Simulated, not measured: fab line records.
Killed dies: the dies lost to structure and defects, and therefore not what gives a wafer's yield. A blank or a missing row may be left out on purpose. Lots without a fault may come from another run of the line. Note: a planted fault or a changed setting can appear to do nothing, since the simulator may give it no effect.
fab line records	flow sky130
[record] lots = 6	wafers = 16	last_day = 50
route steps=708 shown VIA3@585 METAL4@598 CAP2M@603 PAD_OPEN@708
lots that met no fault: taken from a fault-free run of the same line
start_h: hours from the record's first day to the start of the lot's first wafer shown	wait_h: hours elapsed since this lot's preceding step	" the same as in the row above	L1.1+2: a single row standing in for several wafers	- either no value or no given start	* or withheld: withheld	< > ~ a bound
route shown NAME@n: names a module that has steps shown in the file, with the first one's number in the route	usual: mean/standard deviation taken from wafers without a fault	same: alike in all rows	chamber/n: place in a boat	sites: per-site readings	_std_site: the standard deviation of these	_edge_site: mean of outer sites minus mean of inner sites	radius_mm: how far each site lies from the wafer's centre	mask NAME#n: copy n	behind: the tool/chamber that last shaped the wafer	hold: cause of the lot's hold/its duration in hours/its outcome	device: the n, p or np transistor that did not switch	end of line: at the end of the route, the tests of the same wafers	step lacking rows: just its recipe	killed: not the wafer's yield, but the dies lost to structure and defects at the first sort	map: a wafer's dies, marking killed ones x, the rest . and places with no die _
set.NAME: setting as actually run; set.NAME@STEP: the setting as run at that earlier step	model.NAME: the simulator's own value behind a step, which no gauge read
lots at selected steps of the route; one table per step, one row per wafer
services: the hour from which a tool's chamber was out of use, counted from the record's first day as start_h (under 0 if before that day), plus the number of hours and why
[[steps]]
[step SKY_VIA3_CD_MEAS_12]
[recipe] target_cd_nm = 200
[usual] cd_nm = 200.1/1.2
lot.wafer	tool	chamber	start_h	wait_h	cd_nm
L500.1	cd_sem-02	-	932.92	-	199.7
L500.5	"	-	"	"	201.5
L500.6	"	-	"	"	199.2
L503.3	cd_sem-01	-	955.26	-	199.1
L503.4	"	-	"	"	199.6
L503.6	"	-	"	"	199.8
L515.2	cd_sem-01	-	1044.84	-	200.9
L515.3	"	-	"	"	201.2
L517.3	cd_sem-01	-	1052.81	-	200.4
L517.5	"	-	"	"	200.2
L520.1	cd_sem-02	-	1076.66	-	200.4
L520.3	"	-	"	"	198.4
L520.4	"	-	"	"	198.8
L521.1	cd_sem-02	-	1081.87	-	197.9
L521.4	"	-	"	"	198.7
L521.5	"	-	"	"	198.1
[step SKY_VIA3_OVL_MEAS_13]
[usual] VIA3_OVL = 6/5
lot.wafer	tool	chamber	start_h	wait_h	VIA3_OVL[nm]
L500.1	overlay-01	-	933.04	0.1	3
L500.5	"	-	"	"	8
L500.6	"	-	"	"	6
L503.3	overlay-02	-	955.35	0.1	5
L503.4	"	-	"	"	3
L503.6	"	-	"	"	12
L515.2	overlay-01	-	1044.95	0.1	7
L515.3	"	-	"	"	6
L517.3	overlay-01	-	1052.91	0.1	0
L517.5	"	-	"	"	-1
L520.1	overlay-02	-	1076.78	0.1	12
L520.3	"	-	"	"	8
L520.4	"	-	"	"	11
L521.1	overlay-02	-	1081.99	0.1	-1
L521.4	"	-	"	"	7
L521.5	"	-	"	"	5
[step SKY_VIA3_ETCH_14]
[recipe] chemistry = N2/H2	target = BARC	ion_energy_ev = 200	source_w = 500	bias_w = 100	pressure_mtorr = 30	n2_flow_sccm = 100	h2_flow_sccm = 200	stop_on = SiO2	time_s = 45.9	target_depth_a = 600
[usual] drypump_motor_current_A = 5.8/0.51	n2_flow_sccm = 100.0/0.31	oes_product_au = 0.854/0.005	throttle_valve_pct = 13.226/0.0096
lot.wafer	tool	chamber	start_h	wait_h	drypump_motor_current_A	n2_flow_sccm	oes_product_au	rf_hours_counter_h	throttle_valve_pct
L500.1	rie_diel-03	1	933.08	0.0	4.7	99.8	0.857	5	13.242
L500.5	"	1	"	"	4.7	100.4	0.866	-	13.234
L500.6	"	2	"	"	5.7	99.6	0.859	-	13.226
L503.3	rie_diel-04	3	955.40	0.0	5.7	100.6	0.858	-	13.220
L503.4	"	0	"	"	6.2	99.7	0.851	-	13.219
L503.6	"	3	"	"	5.7	100.5	0.849	-	13.210
L515.2	rie_diel-02	2	1044.98	0.0	5.7	100.0	0.855	19	13.225
L515.3	"	3	"	"	6.6	99.8	0.850	14	13.226
L517.3	rie_diel-02	3	1052.93	0.0	6.6	100.3	0.859	15	13.236
L517.5	"	0	"	"	6.1	99.9	0.865	-	13.203
L520.1	rie_diel-04	1	1076.81	0.0	5.5	100.0	0.854	23	13.224
L520.3	"	0	"	"	6.2	99.7	0.855	14	13.225
L520.4	"	3	"	"	5.7	100.3	0.856	20	13.244
L521.1	rie_diel-02	1	1082.03	0.0	6.0	100.0	0.852	13	13.214
L521.4	"	2	"	"	5.7	99.8	0.846	20	13.233
L521.5	"	1	"	"	6.0	100.1	0.857	-	13.217
[step SKY_VIA3_ETCH_15]
[recipe] target = SiO2	chemistry = C4F8/O2/Ar	target_depth_nm = 507	stop_on = TiN	mask_material = KrF-thick	source_w = 1500	bias_w = 1200	pressure_mtorr = 40	c4f8_flow_sccm = withheld	O2_flow_sccm = 6	Ar_flow_sccm = 300	time_s = 78
[usual] oes_product_au = 0.945/0.0049
lot.wafer	tool	chamber	start_h	wait_h	oes_product_au
L500.1	rie_diel-03	1	933.12	0.0	0.938
L500.5	"	1	"	"	0.949
L500.6	"	2	"	"	0.948
L503.3	rie_diel-04	3	955.47	0.1	0.938
L503.4	"	0	"	"	0.952
L503.6	"	3	"	"	0.944
L515.2	rie_diel-02	2	1045.02	0.0	0.943
L515.3	"	3	"	"	0.950
L517.3	rie_diel-02	3	1052.97	0.0	0.960
L517.5	"	0	"	"	0.948
L520.1	rie_diel-04	1	1076.86	0.0	0.951
L520.3	"	0	"	"	0.946
L520.4	"	3	"	"	0.951
L521.1	rie_diel-02	1	1082.07	0.0	0.949
L521.4	"	2	"	"	0.947
L521.5	"	1	"	"	0.948
[step SKY_VIA3_STRIP_16]
[recipe] chemistry = O2/N2	power_w = 1400	pressure_mtorr = 1500	platen_temp_c = withheld	o2_flow_sccm = 3000	n2_flow_sccm = 300	overash_fraction = 0.5
[step SKY_VIA3_STRIP_17]
[recipe] chemistry = post_etch_residue_remover	time_s = 1200	temp_c = 72.5
[step SKY_VIA3_CLEAN_18]
[recipe] chemistry = IPA	time_s = 180	temp_c = 25
[step SKY_VIA3_CLEAN_19]
[recipe] chemistry = O3/DIW	dry = n2_spin
[step SKY_VIA3_SPUTTER_20]
[recipe] material = TiN	target_thk_nm = 20	chamber_pressure_pa = 5	power_w = 4000	time_s = 80
[step SKY_VIA3_CVD_21]
[recipe] material = W	target_thk_nm = 390	time_s = 117.31	temp_c = 400	pressure_torr = 40
[step SKY_VIA3_RS_MEAS_22]
[recipe] thk_meas_gauge = four-point-probe	reads = W_of_VIA3_CVD_21+TiN_of_VIA3_SPUTTER_20
[usual] VIA3_W_RS = 0.293/0.0042
lot.wafer	tool	chamber	start_h	wait_h	VIA3_W_RS[ohm/sq]
L500.1	film_metro-04	-	933.99	0.1	0.290
L500.5	"	-	"	"	0.286
L500.6	"	-	"	"	0.297
L503.3	film_metro-01	-	956.35	0.1	0.293
L503.4	"	-	"	"	0.300
L503.6	"	-	"	"	0.295
L515.2	film_metro-01	-	1045.91	0.1	0.297
L515.3	"	-	"	"	0.300
L517.3	film_metro-04	-	1053.85	0.1	0.296
L517.5	"	-	"	"	0.299
L520.1	film_metro-02	-	1077.71	0.1	0.291
L520.3	"	-	"	"	0.290
L520.4	"	-	"	"	0.295
L521.1	film_metro-04	-	1082.95	0.1	0.301
L521.4	"	-	"	"	0.302
L521.5	"	-	"	"	0.298
[step SKY_VIA3_THK_MEAS_23]
[recipe] thk_meas_gauge = xrf	reads = W_of_VIA3_CVD_21
[usual] VIA3_W_THK = 385/5.8
lot.wafer	tool	chamber	start_h	wait_h	VIA3_W_THK[nm]
L500.1	film_metro-04	-	934.11	0.1	386
L500.5	"	-	"	"	393
L500.6	"	-	"	"	381
L503.3	film_metro-01	-	956.45	0.1	389
L503.4	"	-	"	"	379
L503.6	"	-	"	"	386
L515.2	film_metro-01	-	1046.02	0.1	386
L515.3	"	-	"	"	381
L517.3	film_metro-04	-	1053.95	0.1	384
L517.5	"	-	"	"	378
L520.1	film_metro-02	-	1077.83	0.1	383
L520.3	"	-	"	"	388
L520.4	"	-	"	"	383
L521.1	film_metro-04	-	1083.07	0.1	379
L521.4	"	-	"	"	378
L521.5	"	-	"	"	383
[step SKY_VIA3_CMP_24]
[recipe] stop_on = SiO2	t_overpolish_s = 20	down_force_psi = 3.5	platen_rpm = 60	target_thk_nm = 0	pad_velocity_m_s = 0.94248
[usual] motor_current_A = 10.1/1.2	overpolish_run_s = 20.001/0.0087	time_to_endpoint_s = 93/3
lot.wafer	tool	chamber	start_h	wait_h	motor_current_A	overpolish_run_s	time_to_endpoint_s	model.SiO2_of_VIA3_HDPCVD_00.thk_nm
L500.1	cmp-01	2	934.17	0.1	9.0	19.984	97	459.6
L500.6	"	2	"	"	8.8	20.009	93	459.7
L500.5	"	3	"	"	11.1	20.009	98	458.3
L503.3	cmp-02	1	956.49	0.0	11.6	20.002	93	460.4
L503.4	"	2	"	"	7.7	20.006	92	461.2
L503.6	"	2	"	"	7.7	20.010	94	462.3
L515.2	cmp-02	2	1046.17	0.1	7.8	19.989	91	458.5
L515.3	"	3	"	"	10.3	20.002	50	457
L517.3	cmp-02	0	1054.04	0.1	11.9	19.995	50	458.2
L517.5	"	3	"	"	10.7	19.984	93	459.6
L520.1	cmp-01	3	1079.67	1.8	10.5	19.997	97	461.9
L520.4	"	1	"	"	9.7	20.003	89	461.7
L520.3	"	2	"	"	9.6	19.991	92	461.2
L521.4	cmp-01	1	1083.37	0.3	10.1	20.009	91	460.3
L521.1	"	2	"	"	8.9	19.986	92	460.4
L521.5	"	0	"	"	10.0	19.988	91	460.5
[step SKY_METAL4_SPUTTER_00]
[recipe] material = Ti	target_thk_nm = 15	power_w = 3000	time_s = 10	chamber_pressure_pa = 0.4
[usual] throttle_valve_pct = 29.9/0.96
lot.wafer	tool	chamber	start_h	wait_h	throttle_valve_pct
L500.1	pvd_sputter-04	-	934.47	0.2	28.0
L500.5	"	-	"	"	29.5
L500.6	"	-	"	"	30.3
L503.3	pvd_sputter-02	-	956.79	0.2	30.1
L503.4	"	-	"	"	29.3
L503.6	"	-	"	"	30.3
L515.2	pvd_sputter-02	-	1046.37	0.1	30.2
L515.3	"	-	"	"	30.1
L517.3	pvd_sputter-03	-	1054.29	0.2	31.6
L517.5	"	-	"	"	31.4
L520.1	pvd_sputter-02	-	1079.97	0.2	30.1
L520.3	"	-	"	"	30.2
L520.4	"	-	"	"	28.9
L521.1	pvd_sputter-04	-	1083.57	0.1	29.5
L521.4	"	-	"	"	31.7
L521.5	"	-	"	"	28.4
[step SKY_METAL4_SPUTTER_01]
[recipe] material = TiN	target_thk_nm = 20	power_w = 6500	time_s = 16.7	chamber_pressure_pa = 0.4
[step SKY_METAL4_SPUTTER_02]
[recipe] material = AlCu	target_thk_nm = 735	power_w = 10600	time_s = 39.1	chamber_pressure_pa = 0.4
[step SKY_METAL4_SPUTTER_03]
[recipe] material = Ti	target_thk_nm = 5	power_w = 3000	time_s = 3.3	chamber_pressure_pa = 0.4
[step SKY_METAL4_SPUTTER_04]
[recipe] material = TiN	target_thk_nm = 70	power_w = 6500	time_s = 58.3	chamber_pressure_pa = 0.4
[step SKY_CAP2M_CVD_00]
[recipe] material = SiO2	target_thk_nm = 15.5	temp_c = 400	time_s = withheld	rf_w = 450
[usual] heater_power_w = 733/100
lot.wafer	tool	chamber	start_h	wait_h	heater_power_w
L500.1	pecvd-03	0	934.63	0.0	868
L500.5	"	0	"	"	860
L500.6	"	1	"	"	587
L503.3	pecvd-02	0	956.95	0.0	678
L503.4	"	2	"	"	829
L503.6	"	1	"	"	764
L515.2	pecvd-03	2	1046.53	0.0	759
L515.3	"	0	"	"	800
L517.3	pecvd-03	0	1054.44	0.0	907
L517.5	"	0	"	"	882
L520.1	pecvd-03	0	1080.12	0.0	791
L520.3	"	1	"	"	621
L520.4	"	1	"	"	611
L521.1	pecvd-04	2	1083.72	0.0	729
L521.4	"	0	"	"	659
L521.5	"	1	"	"	690
[step SKY_CAP2M_THK_MEAS_01]
[recipe] reads = SiO2_of_CAP2M_CVD_00
[usual] CAP2M_CVD_00_THK = 15.45/0.22
lot.wafer	tool	chamber	start_h	wait_h	CAP2M_CVD_00_THK[nm]
L500.1	film_metro-02	-	934.65	-	15.55
L500.5	"	-	"	"	15.71
L500.6	"	-	"	"	15.87
L503.3	film_metro-02	-	956.99	-	15.23
L503.4	"	-	"	"	15.67
L503.6	"	-	"	"	15.27
L515.2	film_metro-01	-	1046.56	-	15.33
L515.3	"	-	"	"	15.56
L517.3	film_metro-03	-	1054.48	-	15.36
L517.5	"	-	"	"	15.80
L520.1	film_metro-02	-	1080.14	-	15.50
L520.3	"	-	"	"	15.43
L520.4	"	-	"	"	15.34
L521.1	film_metro-03	-	1083.74	-	15.33
L521.4	"	-	"	"	15.40
L521.5	"	-	"	"	15.70
[step SKY_CAP2M_SPUTTER_02]
[recipe] material = TiN	target_thk_nm = 200	temp_c = 300	power_w = 6500	time_s = 166.7	chamber_pressure_pa = 0.4
[step SKY_CAP2M_RS_MEAS_03]
[recipe] thk_meas_gauge = four-point-probe	reads = TiN_of_CAP2M_SPUTTER_02
[usual] CAP2M_TIN_RS = 6.90/0.062
lot.wafer	tool	chamber	start_h	wait_h	CAP2M_TIN_RS[ohm/sq]
L500.1	film_metro-03	-	934.82	0.1	6.91
L500.5	"	-	"	"	6.97
L500.6	"	-	"	"	6.97
L503.3	film_metro-02	-	957.18	0.1	6.82
L503.4	"	-	"	"	6.87
L503.6	"	-	"	"	6.90
L515.2	film_metro-02	-	1046.74	0.1	7.03
L515.3	"	-	"	"	6.99
L517.3	film_metro-02	-	1054.67	0.1	6.89
L517.5	"	-	"	"	6.86
L520.1	film_metro-03	-	1080.31	0.1	6.90
L520.3	"	-	"	"	6.93
L520.4	"	-	"	"	6.91
L521.1	film_metro-02	-	1083.91	0.1	6.93
L521.4	"	-	"	"	6.98
L521.5	"	-	"	"	6.90
[step SKY_CAP2M_THK_MEAS_04]
[recipe] thk_meas_gauge = xrf	reads = TiN_of_CAP2M_SPUTTER_02
[usual] CAP2M_TIN_THK = 199.5/2
lot.wafer	tool	chamber	start_h	wait_h	CAP2M_TIN_THK[nm]
L500.1	film_metro-03	-	934.94	0.1	198.8
L500.5	"	-	"	"	197.4
L500.6	"	-	"	"	197.3
L503.3	film_metro-02	-	957.28	0.1	201.5
L503.4	"	-	"	"	200.1
L503.6	"	-	"	"	199.4
L515.2	film_metro-02	-	1046.85	0.1	194.7
L515.3	"	-	"	"	196.7
L517.3	film_metro-02	-	1054.77	0.1	199.2
L517.5	"	-	"	"	200.3
L520.1	film_metro-03	-	1080.43	0.1	200.2
L520.3	"	-	"	"	198.7
L520.4	"	-	"	"	199.5
L521.1	film_metro-02	-	1084.03	0.1	199.8
L521.4	"	-	"	"	197.5
L521.5	"	-	"	"	200.3
[step SKY_CAP2M_DEHYDRATE_05]
[recipe] temp_c = 200	time_s = 60
[step SKY_CAP2M_HMDS_06]
[recipe] prime_time_s = 60	prime_temp_c = 120
[step SKY_CAP2M_COAT_07]
[recipe] resist = NOVOLAK	spin_rpm = 3000	resist_thk_nm = 1140
[step SKY_CAP2M_SOFTBAKE_08]
[recipe] temp_c = 90	time_s = 60	resist = NOVOLAK
[step SKY_CAP2M_EXPOSE_09]
[recipe] mask_id = CAP2M	na = 0.6	source_shape = conventional	sigma_outer = 0.6	polarization = unpolarized	target_cd_nm = 1000	dose_mj = 159
[step SKY_CAP2M_PEB_10]
[recipe] temp_c = withheld	time_s = *	resist = NOVOLAK
[step SKY_CAP2M_DEVELOP_11]
[recipe] resist = NOVOLAK	developer = TMAH	develop_time_s = 60	dev_temp_c = 23
[step SKY_CAP2M_OVL_MEAS_12]
[usual] CAP2M_OVL = -0.8/1.5
lot.wafer	tool	chamber	start_h	wait_h	CAP2M_OVL[nm]
L500.1	overlay-01	-	959.03	0.1	0.4
L500.5	"	-	"	"	1.5
L500.6	"	-	"	"	0.0
L503.3	overlay-02	-	980.35	0.1	-1.9
L503.4	"	-	"	"	-1.7
L503.6	"	-	"	"	-1.2
L515.2	overlay-02	-	1067.74	0.1	-3.8
L515.3	"	-	"	"	-3.2
L517.3	overlay-01	-	1075.48	0.1	0.7
L517.5	"	-	"	"	0.7
L520.1	overlay-02	-	1099.92	0.1	-1.7
L520.3	"	-	"	"	-2.0
L520.4	"	-	"	"	-0.9
L521.1	overlay-02	-	1104.19	0.1	-2.7
L521.4	"	-	"	"	-2.5
L521.5	"	-	"	"	-0.9
[step SKY_CAP2M_METAL_ETCH_13]
[recipe] target_depth_nm = 220	stop_on = SiO2	chemistry = Cl2/BCl3	target = TiN	pressure_mtorr = 10	icp_w = 900	bias_w = 48.5	Cl2_flow_sccm = 60	bcl3_flow_sccm = 30	time_s = 62.9
[usual] drypump_motor_current_A = 5.9/0.53	oes_product_au = 0.942/0.0072	throttle_valve_pct = 21.901/0.0098
lot.wafer	tool	chamber	start_h	wait_h	drypump_motor_current_A	oes_product_au	rf_hours_counter_h	throttle_valve_pct
L500.1	rie_metal-01	0	959.07	0.0	6.3	0.946	18	21.900
L500.5	"	0	"	"	6.2	0.934	-	21.905
L500.6	"	0	"	"	6.3	0.929	-	21.909
L503.3	rie_metal-01	0	980.42	0.1	6.3	0.951	-	21.897
L503.4	"	0	"	"	6.3	0.940	-	21.912
L503.6	"	0	"	"	6.3	0.945	-	21.910
L515.2	rie_metal-03	0	1067.77	0.0	5.0	0.928	14	21.901
L515.3	"	0	"	"	5.0	0.939	-	21.911
L517.3	rie_metal-03	1	1075.53	0.0	5.1	0.943	-	21.894
L517.5	"	0	"	"	5.0	0.942	-	21.906
L520.1	rie_metal-01	1	1099.96	0.0	6.3	0.944	7	21.882
L520.3	"	1	"	"	6.3	0.939	-	21.899
L520.4	"	1	"	"	6.3	0.941	-	21.888
L521.1	rie_metal-01	1	1104.22	0.0	6.3	0.948	8	21.893
L521.4	"	1	"	"	6.3	0.930	-	21.893
L521.5	"	1	"	"	6.3	0.940	-	21.901
[step SKY_CAP2M_STRIP_14]
[recipe] chemistry = O2/N2	power_w = 1400	pressure_mtorr = 1500	platen_temp_c = withheld	o2_flow_sccm = 3000	n2_flow_sccm = 300	overash_fraction = 0.5
[step SKY_CAP2M_STRIP_15]
[recipe] chemistry = post_etch_residue_remover	time_s = 1200	temp_c = 72.5
[step SKY_CAP2M_CLEAN_16]
[recipe] chemistry = IPA	time_s = 180	temp_c = 25
[step SKY_CAP2M_CLEAN_17]
[recipe] chemistry = O3/DIW	dry = n2_spin
[step SKY_METAL4_DEHYDRATE_05]
[recipe] temp_c = 200	time_s = 60
[step SKY_METAL4_HMDS_06]
[recipe] prime_time_s = 60	prime_temp_c = 120
[step SKY_METAL4_COAT_07]
[recipe] resist = BARC	temp_c = withheld	time_s = withheld	spin_rpm = 3000	resist_thk_nm = 60
[step SKY_METAL4_COAT_08]
[recipe] resist = KrF-thick	spin_rpm = 3000	resist_thk_nm = 1140
[step SKY_METAL4_SOFTBAKE_09]
[recipe] temp_c = 100	time_s = 90	resist = KrF-thick
[step SKY_METAL4_EXPOSE_10]
[recipe] mask_id = MM4	na = 0.68	source_shape = annular	sigma_inner = 0.4	sigma_outer = 0.8	target_cd_nm = 300	dose_mj = 28
[step SKY_METAL4_METAL_ETCH_18]
[recipe] target_depth_a = 8450	stop_on = SiO2	over_etch_frac = 0.3	time_s = 183.1	chemistry = Cl2/BCl3	resist_sidewall_deg = 88	pressure_mtorr = 10	icp_w = 900	bias_w = 48.5	Cl2_flow_sccm = 60	bcl3_flow_sccm = 30
[usual] drypump_motor_current_A = 6.0/0.46	oes_product_au = 0.868/0.0055	throttle_valve_pct = 22.264/0.0087
lot.wafer	tool	chamber	start_h	wait_h	drypump_motor_current_A	oes_product_au	rf_hours_counter_h	throttle_valve_pct	model.SiO2_of_VIA3_HDPCVD_00.thk_nm
L500.1	rie_metal-01	0	983.97	0.0	6.2	0.872	21	22.271	433.8
L500.5	"	0	"	"	6.3	0.876	-	22.275	432.6
L500.6	"	0	"	"	6.3	0.865	-	22.271	434.3
L503.3	rie_metal-03	0	1005.23	0.1	4.9	0.867	-	22.265	435
L503.4	"	1	"	"	5.1	0.872	-	22.264	435.6
L503.6	"	0	"	"	4.9	0.873	-	22.269	436.8
L515.2	rie_metal-02	0	1088.36	0.0	5.9	0.859	2	22.288	432.5
L515.3	"	1	"	"	6.3	0.859	-	22.261	431.2
L517.3	rie_metal-02	0	1096.22	0.1	5.9	0.863	-	22.256	432.4
L517.5	"	0	"	"	5.9	0.867	-	22.269	433.8
L520.1	rie_metal-01	0	1121.07	0.0	6.3	0.869	1	22.260	436.4
L520.3	"	1	"	"	6.3	0.871	-	22.253	435.7
L520.4	"	0	"	"	6.3	0.870	-	22.261	436.1
L521.1	rie_metal-01	1	1126.95	0.0	6.3	0.868	10	22.252	434.9
L521.4	"	0	"	"	6.2	0.867	-	22.261	434.5
L521.5	"	1	"	"	6.3	0.876	-	22.267	434.8
[step SKY_PAD_OPEN_PROBE_99]
[usual] defect_limited_yield = 82.4/1.8	killed_at_M0_to_M3 = 45/6.8	killed_at_M4_up = 3.2/1.6	killed_at_contacts = 24/5.1	killed_at_front_end = 14/4.4	killed_at_other = 0.4/0.65	killed_dies = 87/8.8	killed_open = 47/7.2	killed_short = 39/6.1	sort_bin_3_pad_short = 0.9/0.38	sort_bin_5_function = 10.4/1.5	sort_bin_6_memory = 6.4/1.1	sort_n_pass = 405/8.8	sort_yield_pct = 82.4/1.8
[same] gross_dies = 492	killed_at_back_side = 0	sort_bin_4_leakage[%] = 0	sort_bin_8_speed[%] = 0
lot.wafer	tool	chamber	start_h	wait_h	defect_limited_yield[%]	killed_at_M0_to_M3	killed_at_M4_up	killed_at_contacts	killed_at_front_end	killed_at_other	killed_dies	killed_open	killed_short	sort_bin_3_pad_short[%]	sort_bin_5_function[%]	sort_bin_6_memory[%]	sort_n_pass	sort_yield_pct[%]
L500.1	prober-01	-	1079.94	0.1	81.7	54	1	20	14	1	90	50	40	0.6	11.0	6.7	402	81.7
L500.5	prober-01	-	1080.14	0.2	84.3	41	2	25	9	0	77	36	41	1.0	8.9	5.7	415	84.3
L500.6	prober-01	-	1080.19	0.2	82.3	49	2	25	10	1	87	48	39	0.6	11.4	5.7	405	82.3
L503.3	prober-02	-	1099.20	0.2	79.7	54	6	28	11	1	100	62	38	0.8	11.8	7.7	392	79.7
L503.4	prober-02	-	1099.25	0.2	78.3	51	4	32	20	0	107	63	44	0.8	13.2	7.7	385	78.3
L503.6	prober-02	-	1099.35	0.2	78.7	54	3	34	14	0	105	62	43	1.2	15.0	5.1	387	78.7
L515.2	prober-02	-	1170.04	0.1	83.5	37	6	22	16	0	81	46	35	0.6	7.9	7.9	411	83.5
L515.3	prober-02	-	1170.09	0.2	83.7	40	2	25	13	0	80	35	45	1.4	9.8	5.1	412	83.7
L517.3	prober-02	-	1176.93	0.2	82.1	48	2	27	11	0	88	50	38	1.0	12.0	4.9	404	82.1
L517.5	prober-02	-	1177.03	0.2	85.6	36	2	19	14	0	71	37	34	0.4	10.6	3.5	421	85.6
L521.1	prober-02	-	1201.32	0.1	82.3	43	2	21	18	3	87	54	33	0.6	10.8	6.3	405	82.3
L521.4	prober-02	-	1201.47	0.2	84.3	42	3	21	11	0	77	45	32	1.0	9.1	5.5	415	84.3
L521.5	prober-02	-	1201.52	0.2	85.2	34	5	19	15	0	73	42	31	1.2	9.1	4.5	419	85.2
// killed by level:class
L500.1 VIA1:geometric_particle:open=16 CONTACT:geometric_particle:open=7 FIELD_ISO:geometric_particle:open=6 METAL1:geometric_particle:short=6 VIA2:geometric_particle:open=6 CONTACT:geometric_particle:short=5 VIA3:geometric_particle:open=5 VIA2:geometric_particle:short=4
L500.5 CONTACT:geometric_particle:open=8 VIA1:geometric_particle:short=6 VIA1:geometric_particle:open=6 VIA2:geometric_particle:short=6 CONTACT:geometric_particle:short=5 METAL1:geometric_particle:short=5 VIA2:geometric_particle:open=5 FIELD_ISO:geometric_particle:open=4
L500.6 CONTACT:geometric_particle:open=11 VIA1:geometric_particle:open=10 METAL1:geometric_particle:short=6 VIA3:geometric_particle:open=6 VIA1:geometric_particle:short=5 METAL2:geometric_particle:short=5 VIA2:geometric_particle:open=5 VIA2:geometric_particle:short=5
L503.3 VIA1:geometric_particle:open=14 CONTACT:geometric_particle:open=10 LI_CONTACT:geometric_particle:open=10 VIA3:geometric_particle:open=8 VIA2:geometric_particle:open=7 METAL2:geometric_particle:short=5 LOCAL_INTERCONNECT:geometric_particle:short=5 METAL1:geometric_particle:short=5
L503.4 CONTACT:geometric_particle:open=17 VIA1:geometric_particle:open=14 POLY_GATE:geometric_particle:open=7 CONTACT:geometric_particle:short=7 VIA1:geometric_particle:short=7 VIA2:geometric_particle:open=7 METAL1:geometric_particle:short=6 VIA3:geometric_particle:open=6
L503.6 CONTACT:geometric_particle:open=14 VIA1:geometric_particle:open=13 VIA3:geometric_particle:open=11 LI_CONTACT:geometric_particle:open=7 VIA1:geometric_particle:short=7 VIA2:geometric_particle:open=6 FIELD_ISO:geometric_particle:short=5 LI_CONTACT:geometric_particle:short=5
L515.2 VIA1:geometric_particle:open=12 LI_CONTACT:geometric_particle:open=7 CONTACT:geometric_particle:open=7 METAL1:geometric_particle:short=6 VIA1:geometric_particle:short=5 METAL4:geometric_particle:short=5 POLY_GATE:geometric_particle:open=4 LOCAL_INTERCONNECT:geometric_particle:short=4
L515.3 CONTACT:geometric_particle:open=8 METAL1:geometric_particle:short=8 VIA1:geometric_particle:open=7 METAL2:geometric_particle:short=7 LI_CONTACT:geometric_particle:open=6 FIELD_ISO:geometric_particle:short=5 FIELD_ISO:geometric_particle:open=4 CONTACT:geometric_particle:short=4
L517.3 CONTACT:geometric_particle:open=15 VIA1:geometric_particle:open=9 VIA1:geometric_particle:short=8 CONTACT:geometric_particle:short=6 LI_CONTACT:geometric_particle:open=5 VIA2:geometric_particle:open=5 VIA3:geometric_particle:open=5 METAL1:geometric_particle:short=4
L517.5 METAL2:geometric_particle:short=9 LI_CONTACT:geometric_particle:open=8 POLY_GATE:geometric_particle:short=6 VIA1:geometric_particle:open=6 VIA2:geometric_particle:open=5 POLY_GATE:geometric_particle:open=4 METAL1:geometric_particle:short=4 LI_CONTACT:geometric_particle:short=4
L521.1 CONTACT:geometric_particle:open=14 VIA2:geometric_particle:open=11 VIA1:geometric_particle:open=9 POLY_GATE:geometric_particle:short=7 VIA1:geometric_particle:short=6 VIA3:geometric_particle:open=5 FIELD_ISO:geometric_particle:open=4 POLY_GATE:geometric_particle:open=3
L521.4 VIA1:geometric_particle:open=11 LI_CONTACT:geometric_particle:open=8 VIA2:geometric_particle:open=8 CONTACT:geometric_particle:open=6 CONTACT:geometric_particle:short=4 VIA1:geometric_particle:short=4 VIA2:geometric_particle:short=4 POLY_GATE:geometric_particle:short=3
L521.5 VIA2:geometric_particle:open=9 CONTACT:geometric_particle:open=7 LI_CONTACT:geometric_particle:open=6 POLY_GATE:geometric_particle:open=5 VIA1:geometric_particle:open=5 VIA3:geometric_particle:open=5 METAL4:geometric_particle:short=5 METAL1:geometric_particle:short=4
[[services]]
tool	chamber	start_h	hours	kind
cmp-01	-	912.00	4.0	pm
rie_diel-02	-	916.70	1.5	repair
pvd_sputter-04	-	942.86	2.5	repair
rie_diel-04	2	943.46	29.7	repair
rie_diel-04	1	947.01	8.4	repair
rie_diel-03	0	964.45	6.0	repair
cmp-02	-	964.60	0.3	repair
rie_diel-02	-	971.88	2.8	pm
pecvd-03	-	980.38	0.5	repair
pecvd-03	-	1001.78	14.6	pm
cmp-01	-	1026.79	11.4	pm
rie_diel-02	2	1032.02	5.8	repair
cmp-02	-	1055.84	0.7	repair
rie_metal-01	1	1057.85	5.7	repair
cmp-02	-	1063.06	2.0	repair
pvd_sputter-02	-	1065.20	1.7	repair
cmp-02	-	1070.30	10.6	repair
cmp-02	-	1079.00	12.3	repair
cmp-02	-	1081.55	2.7	repair
cmp-01	-	1085.39	0.7	repair
cmp-02	-	1091.30	4.0	pm
cmp-01	-	1099.86	3.3	repair
cmp-01	-	1111.17	1.8	repair
cmp-02	-	1122.97	5.0	pm
[[key]]
[first_sign] step = SKY_VIA3_CMP_24	reading = time_to_endpoint_s	direction = down	sigmas = 14	usual = *	struck = *
effect none on later readings
[model_effect] step = SKY_VIA3_CMP_24	value = SiO2_of_VIA3_HDPCVD_00.thk_nm	without = 461.1	struck = 457.6
[model_effect] step = SKY_METAL4_METAL_ETCH_18	value = SiO2_of_VIA3_HDPCVD_00.thk_nm	without = 435.3	struck = 431.8
met_at SKY_VIA3_CMP_24
struck_wafers L515.3,L517.3
onset_between 956.49 1046.17
[fault] kind = process_parameter_drift	tool = cmp-02	chamber = -	onset_h = 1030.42	steps = SKY_VIA3_CMP_24	channel = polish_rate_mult	offset = 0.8	shape = step	end_h = 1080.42	scope = struck_wafers_only
